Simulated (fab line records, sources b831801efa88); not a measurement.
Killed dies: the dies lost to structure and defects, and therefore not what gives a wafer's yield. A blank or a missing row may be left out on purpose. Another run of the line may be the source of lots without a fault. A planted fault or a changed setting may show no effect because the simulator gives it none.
Problem report, 8D (eight disciplines) form, completed by code | flow sfq line | the parts of the form that need people (team, actions taken, sign-off) are left out

## 1. WHAT WENT WRONG
Across 2 wafers from 2 lots, M7_NB_RS at SFQ_M7_RS_MEAS_943 averages 0.706 ohm/sq, while fault-free wafers read 0.890 ohm/sq with a standard deviation of 0.012. Measured from the usual mean, that is -15 standard deviations.
The step: measures by four-point-probe.
First observed at day 76 15:56: wafer L431.1, on film metro-04. Wafers with a number at this step in the record: 18, from 6 lots. Rule for "out", or "out of limits": more than 4 standard deviations from the usual mean. Any other wafer with a number is counted as sound.

## 2. WHAT IT IS AND WHAT IT IS NOT
question                    | is                           | is not
which readings at this step | M7_NB_RS                     | -
which lots                  | L431, L434                   | L424, L438, L440, L443
which wafers of those lots  | L431.1, L434.2               | L431.3, L431.5, L434.5, L434.6
read on which gauges        | film metro-01, film metro-04 | film metro-02
when                        | from day 76 15:56            | up to then (5 sound wafers); but 11 sound wafers of L434, L438, L440, L443 came after

## 3. WHAT RULES OUT EACH SUSPECT
Counting: any tool at a process step up to the reading remains a suspect provided it ran every lot that is out. Sound lots after the first of them don't rule it out here, since some wafers of a struck lot are sound.
- the gauge at SFQ_M7_RS_MEAS_943 is ruled out. The wafers that are out were read on 2 gauges (film metro-01, film metro-04).
- rie diel-03 at SFQ_TRILAYER_I6_VIA_ETCH_VIA_ETCH_172 (etches SiO2 in CHF3, stops on Nb, target depth 260 nm): kept. It ran every lot that is out, first L431 (day 76 14:54).
- pvd sputter-04 at SFQ_TRILAYER_M7_DEP_SPUTTER_175 (material Nb, target thk 200 nm, time 133.3 s): kept. It ran every lot that is out, first L431 (day 76 15:50); its last sound lot up to then is L424 (day 63 05:46).
After counting, rie diel-03 at SFQ_TRILAYER_I6_VIA_ETCH_VIA_ETCH_172 and pvd sputter-04 at SFQ_TRILAYER_M7_DEP_SPUTTER_175 remain.

## 4. THE CAUSE (what the simulator had put in)
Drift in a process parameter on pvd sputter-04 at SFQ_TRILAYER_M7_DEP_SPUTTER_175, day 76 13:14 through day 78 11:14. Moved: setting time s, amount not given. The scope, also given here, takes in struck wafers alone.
Counting leaves 2 suspects; this tool is one of them.

## 5. THE CHAIN OF EFFECTS, in route order
One row per reading whose mean, taken over the struck wafers that have a number, lies over 3 standard deviations from the usual. Only readings for which the record gives a usual standard deviation are gone through. hours: the time from each lot's start at the first step in this table that gives one to its start at this step, as a median over the lots. sigmas: the change in usual standard deviations.
hours | step                                | reading        | usual        | on struck wafers | change | sigmas
0     | SFQ_M7_RS_MEAS_943                  | M7_NB_RS       | 0.890 ohm/sq | 0.706            | -0.184 | -15
58    | SFQ_TRILAYER_M7_ETCH_METAL_ETCH_180 | oes product au | 0.894 a.u.   | 0.999            | +0.105 | +12
Its process steps:
- SFQ_TRILAYER_M7_ETCH_METAL_ETCH_180: etches Nb in Cl2/Ar, stops on SiO2, target depth 240 nm, time 120 s.
Later measuring or inspecting steps at which every struck wafer that the step has a row for has a number for every such reading, and none has moved that far: SFQ_M7_OVL_MEAS_945, SFQ_I7_BOW_MEAS_946, SFQ_I7_OVL_MEAS_947, SFQ_M8_BOW_MEAS_951.

## 6. WHAT WOULD HAVE CAUGHT IT SOONER
In this record the first reading out of limits at a measuring or inspecting step was taken at day 76 15:56, 3 hours after the fault began at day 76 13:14.
Of the tool readings at SFQ_TRILAYER_M7_DEP_SPUTTER_175 for which the record gives a usual standard deviation, none was out on any struck wafer, so an alarm limit of 4 standard deviations on them would not have fired.
Of the lots that are out (2), L434 began SFQ_TRILAYER_M7_DEP_SPUTTER_175 on pvd sputter-04 after day 76 15:56. A hold on the tool at that time would have spared it.
